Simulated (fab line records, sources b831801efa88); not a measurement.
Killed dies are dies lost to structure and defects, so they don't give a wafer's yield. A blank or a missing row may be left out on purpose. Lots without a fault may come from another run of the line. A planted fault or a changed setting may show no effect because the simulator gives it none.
fab line records | flow sky130
record lots=6 wafers=18 last_day=50
route steps=708 shown METAL2@501 VIA2@507
lots that met no fault: from a run of the same line without faults
start_h: hours from the record's first day to the start of the lot's first wafer shown | wait_h: hours since the lot's step before | " the same as in the row above | L1.1+2: a row that stands for several wafers | - no value, or no start given | * or withheld: withheld | < > ~ a bound
route shown NAME@n: a module of which the file shows steps, and the number in the route of the first | usual: mean/standard deviation of fault-free wafers | same: alike in all rows | chamber/n: place in a boat | sites: the reading at each site | _std_site: their standard deviation | _edge_site: outer sites' mean less inner sites' | radius_mm: how far each site lies from the wafer's centre | mask NAME#n: copy n | behind: the tool/chamber that last shaped the wafer | hold: why the lot was held/for how many hours/how that ended | device: the transistor (n, p or np) that didn't switch | end of line: the same wafers' tests at the end of the route | a step without rows: its recipe alone | killed: dies lost to structure and defects at the first sort, not the wafer's yield | map: a wafer's dies, x killed, . not, _ none there
set.NAME: the setting as run; set.NAME@STEP: as run at that earlier step | model.NAME: the simulator's own value behind a step, which no gauge read
lots at some steps of the route; a table a step, a row a wafer
services: from which hour (start_h, from the record's first day; less than 0 if before it) a tool's chamber was out of use, for how many hours, and why
## steps
# step SKY_METAL2_ETCH_18
# recipe chemistry=N2/H2 target=BARC ion_energy_ev=200 bias_w=100 pressure_mtorr=30 n2_flow_sccm=100 h2_flow_sccm=200 icp_w=500 stop_on=SiO2 time_s=45.9 target_depth_a=600
# usual drypump_motor_current_A=5.9/0.49 oes_product_au=0.855/0.0046 throttle_valve_pct=13.225/0.0091
# columns lot.wafer tool chamber start_h wait_h drypump_motor_current_A oes_product_au rf_hours_counter_h throttle_valve_pct
L696.1 rie_metal-04 0 887.55 0.0 6.8 0.849 2 13.215
L696.2 " 1 " " 5.6 0.854 6 13.235
L696.3 " 1 " " 5.6 0.851 - 13.215
L698.2 rie_metal-04 1 898.58 0.0 5.6 0.856 6 13.228
L698.4 " 1 " " 5.6 0.850 - 13.226
L698.6 " 0 " " 6.8 0.849 - 13.205
L705.2 rie_metal-02 1 950.68 0.0 5.5 0.853 16 13.233
L705.3 " 0 " " 5.9 0.850 - 13.239
L705.6 " 0 " " 5.9 0.851 - 13.228
L707.1 rie_metal-03 0 963.83 0.0 5.7 0.853 6 13.228
L707.2 " 1 " " 5.5 0.857 10 13.225
L707.5 " 1 " " 5.5 0.847 - 13.229
L709.2 rie_metal-04 1 981.08 0.0 5.6 0.854 9 13.233
L709.3 " 0 " " 6.8 0.858 - 13.230
L709.5 " 0 " " 6.8 0.856 - 13.229
L710.2 rie_metal-03 1 993.08 0.0 5.5 0.854 12 13.224
L710.3 " 1 " " 5.4 0.851 - 13.220
L710.4 " 0 " " 5.6 0.858 - 13.216
# step SKY_METAL2_METAL_ETCH_19
# recipe target_depth_a=3600 stop_on=SiO2 over_etch_frac=0.3 time_s=78 chemistry=Cl2/BCl3 resist_sidewall_deg=88 pressure_mtorr=10 icp_w=900 bias_w=48.5 Cl2_flow_sccm=60 bcl3_flow_sccm=30
# usual drypump_motor_current_A=5.9/0.49 oes_product_au=0.854/0.0069 throttle_valve_pct=22.264/0.0087
# columns lot.wafer tool chamber start_h wait_h drypump_motor_current_A oes_product_au rf_hours_counter_h throttle_valve_pct
L696.1 rie_metal-04 0 887.62 0.0 6.8 0.857 2 22.264
L696.2 " 1 " " 5.6 0.856 6 22.245
L696.3 " 1 " " 5.6 0.857 - 22.286
L698.2 rie_metal-04 1 898.64 0.0 5.6 0.848 6 22.274
L698.4 " 1 " " 5.6 0.859 - 22.265
L698.6 " 0 " " 6.8 0.864 - 22.256
L705.2 rie_metal-02 1 950.74 0.0 5.5 0.865 16 22.262
L705.3 " 0 " " 5.9 0.855 - 22.275
L705.6 " 0 " " 5.8 0.860 - 22.252
L707.1 rie_metal-03 0 963.89 0.0 5.7 0.864 6 22.260
L707.2 " 1 " " 5.4 0.849 10 22.261
L707.5 " 1 " " 5.4 0.858 - 22.262
L709.2 rie_metal-04 1 981.14 0.0 5.6 0.846 10 22.278
L709.3 " 0 " " 6.8 0.851 - 22.253
L709.5 " 0 " " 6.8 0.840 - 22.267
L710.2 rie_metal-03 1 993.14 0.0 5.4 0.855 12 22.256
L710.3 " 1 " " 5.5 0.856 - 22.280
L710.4 " 0 " " 5.7 0.859 - 22.270
# step SKY_METAL2_STRIP_20
# recipe chemistry=O2/N2 power_w=1400 pressure_mtorr=1500 platen_temp_c=withheld o2_flow_sccm=3000 n2_flow_sccm=300 overash_fraction=0.5
# usual drypump_motor_current_A=5.92/0.27 oes_product_au=0.343/0.0057 strip_time_to_endpoint_s=2.71/0.049
# columns lot.wafer tool chamber start_h wait_h drypump_motor_current_A oes_product_au rf_hours_counter_h strip_time_to_endpoint_s
L696.1 plasma_asher-01 1 887.71 0.1 5.48 0.354 14 2.73
L696.2 " 0 " " 5.82 0.338 14 2.65
L696.3 " 0 " " 5.79 0.333 - 2.65
L698.2 plasma_asher-03 0 898.73 0.1 5.72 0.333 76 2.66
L698.4 " 1 " " 6.15 0.339 - 2.69
L698.6 " 0 " " 5.71 0.348 - 2.76
L705.2 plasma_asher-03 1 950.83 0.1 6.18 0.342 81 2.71
L705.3 " 0 " " 5.70 0.346 - 2.81
L705.6 " 1 " " 6.17 0.344 - 2.76
L707.1 plasma_asher-03 1 963.98 0.1 6.16 0.348 83 2.66
L707.2 " 0 " " 5.71 0.341 83 2.76
L707.5 " 1 " " 6.15 0.342 - 2.77
L709.2 plasma_asher-03 0 981.23 0.1 5.73 0.334 85 2.67
L709.3 " 1 " " 6.21 0.347 - 2.75
L709.5 " 0 " " 5.71 0.356 - 2.74
L710.2 plasma_asher-03 0 993.23 0.1 5.72 0.339 86 2.78
L710.3 " 0 " " 5.71 0.347 - 2.77
L710.4 " 1 " " 6.20 0.350 - 2.68
# step SKY_METAL2_STRIP_21
# recipe chemistry=post_etch_residue_remover time_s=1200 temp_c=72.5
# step SKY_METAL2_CLEAN_22
# recipe chemistry=IPA time_s=180 temp_c=25
# step SKY_METAL2_CLEAN_23
# recipe chemistry=O3/DIW dry=n2_spin
# step SKY_VIA2_HDPCVD_00
# recipe material=SiO2 target_thk_nm=1180 sigma_open_frac=0.3 time_s=196.7 temp_c=400 sih4_flow_sccm=60 pressure_mtorr=6
# step SKY_VIA2_THK_MEAS_01
# recipe reads=SiO2_of_VIA2_HDPCVD_00
# usual VIA2_HDPCVD_THK=1175/16
# columns lot.wafer tool chamber start_h wait_h VIA2_HDPCVD_THK[nm]
L696.1 film_metro-04 - 888.43 0.1 1212
L696.2 " - " " 1176
L696.3 " - " " 1174
L698.2 film_metro-04 - 899.46 0.1 1167
L698.4 " - " " 1153
L698.6 " - " " 1177
L705.2 film_metro-02 - 951.63 0.1 1167
L705.3 " - " " 1186
L705.6 " - " " 1174
L707.1 film_metro-02 - 964.70 0.1 1193
L707.2 " - " " 1172
L707.5 " - " " 1191
L709.2 film_metro-04 - 981.96 0.1 1172
L709.3 " - " " 1178
L709.5 " - " " 1155
L710.2 film_metro-02 - 993.96 0.1 1209
L710.3 " - " " 1178
L710.4 " - " " 1194
# step SKY_VIA2_CMP_02
# recipe material=SiO2 down_force_psi=4 platen_rpm=60 pad_velocity_m_s=0.94248
# usual motor_current_A=12.6/0.81 platen_rpm=60.01/0.037 retaining_ring_pressure_frac=1.000/0.005
# columns lot.wafer tool chamber start_h wait_h motor_current_A platen_rpm retaining_ring_pressure_frac
L696.2 cmp-02 2 888.49 0.0 12.1 60.03 1.008
L696.3 " 3 " " 13.1 59.97 1.009
L696.1 " 1 " " 12.1 59.99 1.002
L698.2 cmp-02 0 899.72 0.2 13.7 60.00 0.999
L698.4 " 1 " " 12.0 59.99 0.997
L698.6 " 2 " " 11.8 59.99 1.005
L705.2 cmp-02 1 951.73 0.1 12.0 60.04 0.998
L705.3 " 3 " " 12.5 60.01 1.000
L705.6 " 0 " " 13.7 60.05 0.985
L707.1 cmp-02 2 964.81 0.1 12.0 60.04 1.005
L707.2 " 3 " " 13.7 60.01 1.002
L707.5 " 1 " " 11.6 60.01 1.003
L709.2 cmp-01 0 982.15 0.2 14.0 59.97 1.007
L709.3 " 1 " " 13.5 60.08 0.998
L709.5 " 2 " " 12.9 60.02 0.997
L710.3 cmp-02 1 994.06 0.1 11.5 60.01 1.007
L710.4 " 2 " " 10.9 60.11 0.999
L710.2 " 3 " " 13.0 60.03 0.992
# step SKY_VIA2_BOW_MEAS_03
# recipe mode=bow
# usual VIA2_BOW=85/7.1
# columns lot.wafer tool chamber start_h wait_h VIA2_BOW[um]
L696.1 film_metro-04 - 888.79 0.1 84
L696.2 " - " " 94
L696.3 " - " " 86
L698.2 film_metro-04 - 899.94 0.2 104
L698.4 " - " " 98
L698.6 " - " " 94
L705.2 film_metro-04 - 952.00 0.2 98
L705.3 " - " " 79
L705.6 " - " " 82
L707.1 film_metro-04 - 965.06 0.2 75
L707.2 " - " " 85
L707.5 " - " " 92
L709.2 film_metro-04 - 982.37 0.2 90
L709.3 " - " " 94
L709.5 " - " " 87
L710.2 film_metro-04 - 994.33 0.1 84
L710.3 " - " " 87
L710.4 " - " " 83
# step SKY_VIA2_DEHYDRATE_04
# recipe temp_c=200 time_s=60
# step SKY_VIA2_HMDS_05
# recipe prime_time_s=60 prime_temp_c=120
# step SKY_VIA2_COAT_06
# recipe resist=BARC temp_c=withheld time_s=withheld spin_rpm=3000 resist_thk_nm=60
# usual dispense_pressure_kPa=51/6.4 spin_speed_rpm=3000.1/2.2
# columns lot.wafer tool chamber start_h wait_h dispense_pressure_kPa spin_speed_rpm
L696.1 litho_track-01 0 901.25 0.1 57 2665.3
L696.2 " 0 " " 57 2663.8
L696.3 " 0 " " 57 2667.8
L698.2 litho_track-01 0 912.33 0.1 57 2665.2
L698.4 " 0 " " 57 2663.4
L698.6 " 0 " " 57 2664.5
L705.2 litho_track-02 0 964.02 0.1 44 3000.4
L705.3 " 0 " " 44 3003.6
L705.6 " 0 " " 44 3001.4
L707.1 litho_track-02 0 977.09 0.1 44 3001.8
L707.2 " 0 " " 44 3000.0
L707.5 " 0 " " 44 2999.2
L709.2 litho_track-01 0 993.23 0.1 57 2999.8
L709.3 " 0 " " 57 3002.2
L709.5 " 0 " " 57 3002.3
L710.2 litho_track-01 0 1005.68 0.1 57 2996.6
L710.3 " 0 " " 57 2999.9
L710.4 " 0 " " 57 3000.2
# step SKY_VIA2_COAT_07
# recipe resist=KrF-thick spin_rpm=3000 resist_thk_nm=450
# step SKY_VIA2_SOFTBAKE_08
# recipe temp_c=100 time_s=90 resist=KrF-thick
# step SKY_VIA2_EXPOSE_09
# recipe mask_id=VIM2 na=0.8 source_shape=annular sigma_inner=0.55 sigma_outer=0.85 target_cd_nm=200 dose_mj=38
# step SKY_VIA2_PEB_10
# recipe peb_temp_c=withheld peb_time_s=withheld resist=KrF-thick
# step SKY_VIA2_DEVELOP_11
# recipe develop_time_s=60 resist=KrF-thick dev_temp_c=21
# step SKY_VIA2_CD_MEAS_12
# recipe target_cd_nm=200
# usual cd_nm=199.9/1.4
# columns lot.wafer tool chamber start_h wait_h cd_nm
L696.1 cd_sem-01 - 913.64 - 197.0
L696.2 " - " " 197.3
L696.3 " - " " 196.9
L698.2 cd_sem-02 - 924.92 - 201.1
L698.4 " - " " 200.5
L698.6 " - " " 200.9
L705.2 cd_sem-02 - 976.46 - 199.8
L705.3 " - " " 201.2
L705.6 " - " " 201.1
L707.1 cd_sem-02 - 989.09 - 202.2
L707.2 " - " " 202.0
L707.5 " - " " 202.1
L709.2 cd_sem-02 - 1005.21 - 201.8
L709.3 " - " " 201.5
L709.5 " - " " 201.7
L710.2 cd_sem-01 - 1017.52 - 200.1
L710.3 " - " " 203.5
L710.4 " - " " 201.9
# step SKY_VIA2_OVL_MEAS_13
# usual VIA2_OVL=-1/4.7
# columns lot.wafer tool chamber start_h wait_h VIA2_OVL[nm]
L696.1 overlay-02 - 913.76 0.1 -3
L696.2 " - " " -2
L696.3 " - " " 0
L698.2 overlay-02 - 925.03 0.1 -2
L698.4 " - " " -6
L698.6 " - " " 0
L705.2 overlay-02 - 976.57 0.1 0
L705.3 " - " " -8
L705.6 " - " " -4
L707.1 overlay-02 - 989.21 0.1 -3
L707.2 " - " " 2
L707.5 " - " " -6
L709.2 overlay-02 - 1005.32 0.1 -1
L709.3 " - " " -2
L709.5 " - " " -5
L710.2 overlay-01 - 1017.63 0.1 -7
L710.3 " - " " -10
L710.4 " - " " -5
# step SKY_VIA2_ETCH_14
# recipe chemistry=N2/H2 target=BARC ion_energy_ev=200 source_w=500 bias_w=100 pressure_mtorr=30 n2_flow_sccm=100 h2_flow_sccm=200 stop_on=SiO2 time_s=45.9 target_depth_a=600
# usual drypump_motor_current_A=6.0/0.47 oes_product_au=0.855/0.0047 throttle_valve_pct=13.224/0.0088
# columns lot.wafer tool chamber start_h wait_h drypump_motor_current_A oes_product_au rf_hours_counter_h throttle_valve_pct model.etch.depth_nm
L696.1 rie_diel-04 0 913.80 0.0 6.1 0.879 15 13.243 63.71
L696.2 " 1 " " 5.1 0.890 20 13.229 63.83
L696.3 " 2 " " 5.9 0.888 2 13.218 63.72
L698.2 rie_diel-01 3 925.06 0.0 5.4 0.886 4 13.227 64.01
L698.4 " 2 " " 5.9 0.881 19 13.226 63.95
L698.6 " 0 " " 6.2 0.891 - 13.228 63.93
L705.2 rie_diel-03 1 976.60 0.0 6.7 0.858 10 13.204 59.89
L705.3 " 2 " " 5.7 0.851 7 13.222 60.01
L705.6 " 0 " " 5.7 0.855 - 13.224 59.94
L707.1 rie_diel-03 3 989.25 0.0 6.4 0.855 7 13.230 60.08
L707.2 " 2 " " 5.7 0.854 8 13.215 60
L707.5 " 2 " " 5.7 0.853 - 13.213 59.84
L709.2 rie_diel-03 3 1005.35 0.0 6.4 0.855 8 13.223 60.37
L709.3 " 2 " " 5.7 0.858 8 13.226 60.3
L709.5 " 3 " " 6.4 0.855 - 13.233 60.47
L710.2 rie_diel-01 1 1017.66 0.0 6.5 0.855 26 13.232 60.14
L710.3 " 0 " " 6.2 0.861 25 13.229 60.26
L710.4 " 2 " " 5.9 0.854 22 13.225 60
# step SKY_VIA2_ETCH_15
# recipe target=SiO2 chemistry=C4F8/O2/Ar target_depth_nm=546 stop_on=TiN mask_material=KrF-thick source_w=1500 bias_w=1200 pressure_mtorr=40 c4f8_flow_sccm=withheld O2_flow_sccm=6 Ar_flow_sccm=300 time_s=84
# usual oes_product_au=0.939/0.005
# columns lot.wafer tool chamber start_h wait_h oes_product_au rf_hours_counter_h
L696.1 rie_diel-04 0 913.84 0.0 0.934 15
L696.2 " 1 " " 0.935 20
L696.3 " 2 " " 0.937 2
L698.2 rie_diel-01 3 925.10 0.0 0.944 4
L698.4 " 2 " " 0.942 19
L698.6 " 0 " " 0.948 -
L705.2 rie_diel-03 1 976.64 0.0 0.933 10
L705.3 " 2 " " 0.948 7
L705.6 " 0 " " 0.934 -
L707.1 rie_diel-03 3 989.29 0.0 0.937 7
L707.2 " 2 " " 0.937 8
L707.5 " 2 " " 0.936 -
L709.2 rie_diel-03 3 1005.39 0.0 0.935 8
L709.3 " 2 " " 0.939 8
L709.5 " 3 " " 0.936 -
L710.2 rie_diel-01 1 1017.70 0.0 0.936 26
L710.3 " 0 " " 0.940 25
L710.4 " 2 " " 0.939 22
## services
# columns tool chamber start_h hours kind
rie_diel-01 0 882.78 15.6 repair
rie_diel-03 2 883.02 6.7 repair
cmp-01 - 884.82 0.6 repair
cmp-01 - 892.58 1.4 repair
rie_diel-04 - 910.03 2.8 pm
cmp-02 - 912.00 4.0 pm
cmp-02 - 916.00 - consumable_replace:conditioner
cmp-02 - 916.00 - consumable_replace:pad
rie_metal-04 - 951.85 13.3 repair
plasma_asher-01 - 952.92 3.6 repair
plasma_asher-01 - 955.31 19.0 repair
plasma_asher-03 - 960.26 0.6 repair
plasma_asher-01 - 961.11 3.3 repair
cmp-01 - 963.02 4.9 repair
plasma_asher-03 - 988.68 2.8 pm
rie_diel-04 2 1010.64 4.4 repair
## key
first_sign step=SKY_VIA2_COAT_06 reading=spin_speed_rpm direction=down sigmas=99+ usual=3000.1 struck=2665.0
effect step=SKY_VIA2_ETCH_14 reading=oes_product_au direction=up sigmas=6.4 usual=0.855 struck=0.886
model_effect step=SKY_VIA2_ETCH_14 value=etch.depth_nm without=60.19 struck=63.86
met_at SKY_VIA2_COAT_06
struck_wafers L696.1,L696.2,L696.3,L698.2,L698.4,L698.6
sort_left_out L698.2,L698.4,L698.6
fault kind=process_parameter_drift tool=litho_track-01 chamber=- onset_h=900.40 steps=SKY_VIA2_COAT_06 channel=spin_rpm offset=-334.26 shape=step end_h=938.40 acts_in=these_recipes_only stated=3000
# sort_left_out: the simulated sort isn't trusted on such a fault, so these wafers' sort isn't shown, and their yield isn't known
